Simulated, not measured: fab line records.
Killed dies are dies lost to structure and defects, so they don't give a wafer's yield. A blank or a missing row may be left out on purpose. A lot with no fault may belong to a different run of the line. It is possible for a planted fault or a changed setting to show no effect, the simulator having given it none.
Which tool did it? || flow gf180mcu || 11 lots, 33 wafers sampled, at 5 steps of a route of 602

## WHAT THE GAUGES SHOWED, per wafer
GF_HV_LDD_CD_MEAS_07: the cd target is 400 nm. Usual: 400.4 nm for cdNm, sd 2.3.
{"lot": "L729", "measured": "day 11 06:17", "on": "cdSem-01", "cdNm (nm)": "400.9 401.7 402.5", "flag": ""}
{"lot": "L730", "measured": "day 11 11:43", "on": "cdSem-02", "cdNm (nm)": "401.6 403.2 401.0", "flag": ""}
{"lot": "L731", "measured": "day 11 17:13", "on": "cdSem-01", "cdNm (nm)": "401.6 398.2 402.3", "flag": ""}
{"lot": "L734", "measured": "day 12 16:35", "on": "cdSem-01", "cdNm (nm)": "406.1 401.7 404.8", "flag": ""}
{"lot": "L736", "measured": "day 13 10:05", "on": "cdSem-02", "cdNm (nm)": "400.2 401.5 399.5", "flag": ""}
{"lot": "L742", "measured": "day 15 19:47", "on": "cdSem-02", "cdNm (nm)": "402.2 401.5 402.2", "flag": ""}
{"lot": "L743", "measured": "day 15 23:04", "on": "cdSem-02", "cdNm (nm)": "401.6 402.1 401.4", "flag": ""}
{"lot": "L745", "measured": "day 16 09:14", "on": "cdSem-01", "cdNm (nm)": "400.3 398.3 400.4", "flag": ""}
{"lot": "L746", "measured": "day 16 13:52", "on": "cdSem-02", "cdNm (nm)": "400.4 399.0 401.2", "flag": ""}
{"lot": "L747", "measured": "day 16 21:56", "on": "cdSem-01", "cdNm (nm)": "398.6 397.9 395.2", "flag": ""}
{"lot": "L748", "measured": "day 17 06:17", "on": "cdSem-01", "cdNm (nm)": "397.1 396.7 395.4", "flag": ""}

GF_HV_LDD_OVL_MEAS_32. Usual: for HV_LDD_02_OVL the level is 0.8 nm and the standard deviation is 1.3.
{"lot": "L729", "measured": "day 12 19:33", "on": "overlay-02", "HV_LDD_02_OVL (nm)": "2.8 -0.4 1.2", "flag": ""}
{"lot": "L730", "measured": "day 13 01:54", "on": "overlay-01", "HV_LDD_02_OVL (nm)": "1.1 2.1 2.1", "flag": ""}
{"lot": "L731", "measured": "day 13 07:15", "on": "overlay-02", "HV_LDD_02_OVL (nm)": "1.3 1.1 2.8", "flag": ""}
{"lot": "L734", "measured": "day 14 08:14", "on": "overlay-02", "HV_LDD_02_OVL (nm)": "1.5 0.5 2.1", "flag": ""}
{"lot": "L736", "measured": "day 15 02:43", "on": "overlay-02", "HV_LDD_02_OVL (nm)": "2.4 2.0 1.4", "flag": ""}
{"lot": "L742", "measured": "day 17 18:47", "on": "overlay-02", "HV_LDD_02_OVL (nm)": "0.0 1.4 1.6", "flag": ""}
{"lot": "L743", "measured": "day 17 21:05", "on": "overlay-01", "HV_LDD_02_OVL (nm)": "-0.3 1.4 1.2", "flag": ""}
{"lot": "L745", "measured": "day 18 07:34", "on": "overlay-02", "HV_LDD_02_OVL (nm)": "1.1 2.6 0.8", "flag": ""}
{"lot": "L746", "measured": "day 18 13:34", "on": "overlay-01", "HV_LDD_02_OVL (nm)": "-1.0 -1.7 -1.5", "flag": ""}
{"lot": "L747", "measured": "day 18 21:03", "on": "overlay-02", "HV_LDD_02_OVL (nm)": "0.2 0.4 2.6", "flag": ""}
{"lot": "L748", "measured": "day 19 08:43", "on": "overlay-02", "HV_LDD_02_OVL (nm)": "2.6 2.8 2.5", "flag": ""}

GF_HV_LDD_THK_MEAS_57. Usual: for HV_LDD_CVD_56_THK the level is 90.1 nm and the standard deviation is 0.75.
{"lot": "L729", "measured": "day 13 17:31", "on": "filmMetro-03", "HV_LDD_CVD_56_THK (nm)": "88.7 88.5 88.3", "flag": ""}
{"lot": "L730", "measured": "day 14 00:44", "on": "filmMetro-03", "HV_LDD_CVD_56_THK (nm)": "90.1 91.1 90.1", "flag": ""}
{"lot": "L731", "measured": "day 14 05:59", "on": "filmMetro-04", "HV_LDD_CVD_56_THK (nm)": "90.4 89.8 90.2", "flag": ""}
{"lot": "L734", "measured": "day 15 09:55", "on": "filmMetro-01", "HV_LDD_CVD_56_THK (nm)": "51.1 51.3 51.0", "flag": "OFF"}
{"lot": "L736", "measured": "day 16 05:05", "on": "filmMetro-03", "HV_LDD_CVD_56_THK (nm)": "50.5 51.5 51.4", "flag": "OFF"}
{"lot": "L742", "measured": "day 19 00:02", "on": "filmMetro-04", "HV_LDD_CVD_56_THK (nm)": "89.9 89.3 89.2", "flag": ""}
{"lot": "L743", "measured": "day 19 02:29", "on": "filmMetro-03", "HV_LDD_CVD_56_THK (nm)": "90.8 91.4 90.9", "flag": ""}
{"lot": "L745", "measured": "day 19 10:55", "on": "filmMetro-01", "HV_LDD_CVD_56_THK (nm)": "91.2 90.8 91.0", "flag": ""}
{"lot": "L746", "measured": "day 19 16:53", "on": "filmMetro-01", "HV_LDD_CVD_56_THK (nm)": "90.7 91.1 90.6", "flag": ""}
{"lot": "L747", "measured": "day 20 01:17", "on": "filmMetro-01", "HV_LDD_CVD_56_THK (nm)": "90.3 91.5 90.6", "flag": ""}
{"lot": "L748", "measured": "day 20 12:56", "on": "filmMetro-04", "HV_LDD_CVD_56_THK (nm)": "88.8 89.4 90.1", "flag": ""}

## EACH LOT AND THE TOOL THAT RAN IT (in order: tool; ch and the chambers of the sampled wafers; start)
{"lot": "L729", "GF_HV_LDD_STRIP_49": "plasmaAsher-01 ch 0,1, day 13 14:37", "GF_HV_LDD_CVD_56": "lpcvd-01 ch 1, day 13 16:03"}
{"lot": "L730", "GF_HV_LDD_STRIP_49": "plasmaAsher-02 ch 0,1, day 13 21:50", "GF_HV_LDD_CVD_56": "lpcvd-01 ch 0, day 13 23:17"}
{"lot": "L731", "GF_HV_LDD_STRIP_49": "plasmaAsher-02 ch 0,1, day 14 03:05", "GF_HV_LDD_CVD_56": "lpcvd-01 ch 1, day 14 04:32"}
{"lot": "L734", "GF_HV_LDD_STRIP_49": "plasmaAsher-03 ch 0,1, day 15 05:46", "GF_HV_LDD_CVD_56": "lpcvd-01 ch 0, day 15 07:46"}
{"lot": "L736", "GF_HV_LDD_STRIP_49": "plasmaAsher-01 ch 0,1, day 16 00:57", "GF_HV_LDD_CVD_56": "lpcvd-01 ch 0, day 16 02:56"}
{"lot": "L742", "GF_HV_LDD_STRIP_49": "plasmaAsher-02 ch 0,1, day 18 18:40", "GF_HV_LDD_CVD_56": "lpcvd-02 ch 0, day 18 22:36"}
{"lot": "L743", "GF_HV_LDD_STRIP_49": "plasmaAsher-03 ch 0, day 18 20:55", "GF_HV_LDD_CVD_56": "lpcvd-02 ch 1, day 19 01:03"}
{"lot": "L745", "GF_HV_LDD_STRIP_49": "plasmaAsher-03 ch 0, day 19 08:00", "GF_HV_LDD_CVD_56": "lpcvd-02 ch 1, day 19 09:29"}
{"lot": "L746", "GF_HV_LDD_STRIP_49": "plasmaAsher-03 ch 0,1, day 19 13:58", "GF_HV_LDD_CVD_56": "lpcvd-01 ch 1, day 19 15:27"}
{"lot": "L747", "GF_HV_LDD_STRIP_49": "plasmaAsher-01 ch 0,1, day 19 22:23", "GF_HV_LDD_CVD_56": "lpcvd-01 ch 0, day 19 23:50"}
{"lot": "L748", "GF_HV_LDD_STRIP_49": "plasmaAsher-01 ch 0, day 20 10:01", "GF_HV_LDD_CVD_56": "lpcvd-01 ch 1, day 20 11:30"}
- GF_HV_LDD_STRIP_49: strips in O2/N2.
- GF_HV_LDD_CVD_56: deposits Si3N4 from DCS/NH3, target thk 90 nm, time 1543 s.

## AS READ BY THE TOOLS THEMSELVES (means over the sampled wafers that have a number; for cases with no such wafer, the mark the record gives instead)
GF_HV_LDD_STRIP_49. Usual: drypumpMotorCurrentA 5.81 A, standard deviation 0.27; heaterPowerW 355 W, standard deviation 38; oesProductAu 0.716 a.u., standard deviation 0.0049; stripTimeToEndpointS 12.634 s, standard deviation 0.028.
{"lot": "L729", "tool": "plasmaAsher-01", "drypumpMotorCurrentA (A)": 5.67, "heaterPowerW (W)": 389, "oesProductAu (a.u.)": 0.718, "stripTimeToEndpointS (s)": 12.615, "flag": ""}
{"lot": "L730", "tool": "plasmaAsher-02", "drypumpMotorCurrentA (A)": 5.98, "heaterPowerW (W)": 315, "oesProductAu (a.u.)": 0.722, "stripTimeToEndpointS (s)": 12.639, "flag": ""}
{"lot": "L731", "tool": "plasmaAsher-02", "drypumpMotorCurrentA (A)": 6.00, "heaterPowerW (W)": 312, "oesProductAu (a.u.)": 0.717, "stripTimeToEndpointS (s)": 12.638, "flag": ""}
{"lot": "L734", "tool": "plasmaAsher-03", "drypumpMotorCurrentA (A)": 5.54, "heaterPowerW (W)": 349, "oesProductAu (a.u.)": 0.716, "stripTimeToEndpointS (s)": 12.611, "flag": ""}
{"lot": "L736", "tool": "plasmaAsher-01", "drypumpMotorCurrentA (A)": 5.75, "heaterPowerW (W)": 404, "oesProductAu (a.u.)": 0.713, "stripTimeToEndpointS (s)": 12.624, "flag": ""}
{"lot": "L742", "tool": "plasmaAsher-02", "drypumpMotorCurrentA (A)": 5.99, "heaterPowerW (W)": 311, "oesProductAu (a.u.)": 0.714, "stripTimeToEndpointS (s)": 12.623, "flag": ""}
{"lot": "L743", "tool": "plasmaAsher-03", "drypumpMotorCurrentA (A)": 5.31, "heaterPowerW (W)": 363, "oesProductAu (a.u.)": 0.712, "stripTimeToEndpointS (s)": 12.633, "flag": ""}
{"lot": "L745", "tool": "plasmaAsher-03", "drypumpMotorCurrentA (A)": 5.28, "heaterPowerW (W)": 363, "oesProductAu (a.u.)": 0.715, "stripTimeToEndpointS (s)": 12.627, "flag": ""}
{"lot": "L746", "tool": "plasmaAsher-03", "drypumpMotorCurrentA (A)": 5.82, "heaterPowerW (W)": 342, "oesProductAu (a.u.)": 0.716, "stripTimeToEndpointS (s)": 12.630, "flag": ""}
{"lot": "L747", "tool": "plasmaAsher-01", "drypumpMotorCurrentA (A)": 5.64, "heaterPowerW (W)": 384, "oesProductAu (a.u.)": 0.718, "stripTimeToEndpointS (s)": 12.630, "flag": ""}
{"lot": "L748", "tool": "plasmaAsher-01", "drypumpMotorCurrentA (A)": 5.83, "heaterPowerW (W)": 410, "oesProductAu (a.u.)": 0.718, "stripTimeToEndpointS (s)": 12.614, "flag": ""}

GF_HV_LDD_CVD_56. Usual: spikeTcBottomC 790.9 C, standard deviation 1.9; spikeTcCentreC 771.5 C, standard deviation 1.6; spikeTcLowerC 769.7 C, standard deviation 1.4; spikeTcTopC 783 C, standard deviation 3.5; spikeTcUpperC 769.2 C, standard deviation 1; susceptorTempC 770.0 C, standard deviation 0.37.
{"lot": "L729", "tool": "lpcvd-01", "spikeTcBottomC (C)": 793.1, "spikeTcCentreC (C)": 770.0, "spikeTcLowerC (C)": 767.6, "spikeTcTopC (C)": 785, "spikeTcUpperC (C)": 769.3, "susceptorTempC (C)": 770.0, "flag": ""}
{"lot": "L730", "tool": "lpcvd-01", "spikeTcBottomC (C)": 790.5, "spikeTcCentreC (C)": 772.7, "spikeTcLowerC (C)": 768.5, "spikeTcTopC (C)": 783, "spikeTcUpperC (C)": 768.5, "susceptorTempC (C)": 769.9, "flag": ""}
{"lot": "L731", "tool": "lpcvd-01", "spikeTcBottomC (C)": 792.5, "spikeTcCentreC (C)": 769.1, "spikeTcLowerC (C)": 768.1, "spikeTcTopC (C)": 785, "spikeTcUpperC (C)": 769.4, "susceptorTempC (C)": 770.0, "flag": ""}
{"lot": "L734", "tool": "lpcvd-01", "spikeTcBottomC (C)": 762.8, "spikeTcCentreC (C)": 745.2, "spikeTcLowerC (C)": 740.4, "spikeTcTopC (C)": 755, "spikeTcUpperC (C)": 740.5, "susceptorTempC (C)": 741.6, "flag": "OFF"}
{"lot": "L736", "tool": "lpcvd-01", "spikeTcBottomC (C)": 763.2, "spikeTcCentreC (C)": 744.7, "spikeTcLowerC (C)": 740.1, "spikeTcTopC (C)": 756, "spikeTcUpperC (C)": 742.0, "susceptorTempC (C)": 741.2, "flag": "OFF"}
{"lot": "L742", "tool": "lpcvd-02", "spikeTcBottomC (C)": 788.2, "spikeTcCentreC (C)": 772.9, "spikeTcLowerC (C)": 770.3, "spikeTcTopC (C)": 779, "spikeTcUpperC (C)": 769.2, "susceptorTempC (C)": 770.1, "flag": ""}
{"lot": "L743", "tool": "lpcvd-02", "spikeTcBottomC (C)": 792.9, "spikeTcCentreC (C)": 770.1, "spikeTcLowerC (C)": 770.1, "spikeTcTopC (C)": 786, "spikeTcUpperC (C)": 770.5, "susceptorTempC (C)": 770.2, "flag": ""}
{"lot": "L745", "tool": "lpcvd-02", "spikeTcBottomC (C)": 792.7, "spikeTcCentreC (C)": 770.4, "spikeTcLowerC (C)": 769.9, "spikeTcTopC (C)": 787, "spikeTcUpperC (C)": 769.1, "susceptorTempC (C)": 769.8, "flag": ""}
{"lot": "L746", "tool": "lpcvd-01", "spikeTcBottomC (C)": 791.9, "spikeTcCentreC (C)": 768.1, "spikeTcLowerC (C)": 768.6, "spikeTcTopC (C)": 784, "spikeTcUpperC (C)": 768.4, "susceptorTempC (C)": 770.4, "flag": ""}
{"lot": "L747", "tool": "lpcvd-01", "spikeTcBottomC (C)": 790.8, "spikeTcCentreC (C)": 773.4, "spikeTcLowerC (C)": 769.2, "spikeTcTopC (C)": 782, "spikeTcUpperC (C)": 768.6, "susceptorTempC (C)": 769.5, "flag": ""}
{"lot": "L748", "tool": "lpcvd-01", "spikeTcBottomC (C)": 792.3, "spikeTcCentreC (C)": 769.8, "spikeTcLowerC (C)": 768.7, "spikeTcTopC (C)": 786, "spikeTcUpperC (C)": 769.0, "susceptorTempC (C)": 770.2, "flag": ""}

## THE ANSWER, worked out from the rows above alone
Rule: lot off if the mean of its wafers having a number is beyond 3 standard deviations from the usual mean. Also off: a lot with no number at a reading for which 4 or more lots have one. Any other lot the step has rows for is counted as sound. First the gauges in route order, then the tools' own readings, where a lot's mean is used as printed above. The first step at which some lot is off is used, and at that step the reading that is off furthest; a lot without a number counts as furthest.
Off: at GF_HV_LDD_THK_MEAS_57 (HV_LDD_CVD_56_THK), L734, L736.
If a tool, at a process step before that reading, ran all the lots that are off and no sound lot after the first of them, it fits. The gauges at GF_HV_LDD_THK_MEAS_57 aren't tried: what is off there is off at GF_HV_LDD_CVD_56 too, on other tools, and a gauge's error can't cause that. Of those tried, none fits.

## WHAT THE SIMULATOR PUT IN
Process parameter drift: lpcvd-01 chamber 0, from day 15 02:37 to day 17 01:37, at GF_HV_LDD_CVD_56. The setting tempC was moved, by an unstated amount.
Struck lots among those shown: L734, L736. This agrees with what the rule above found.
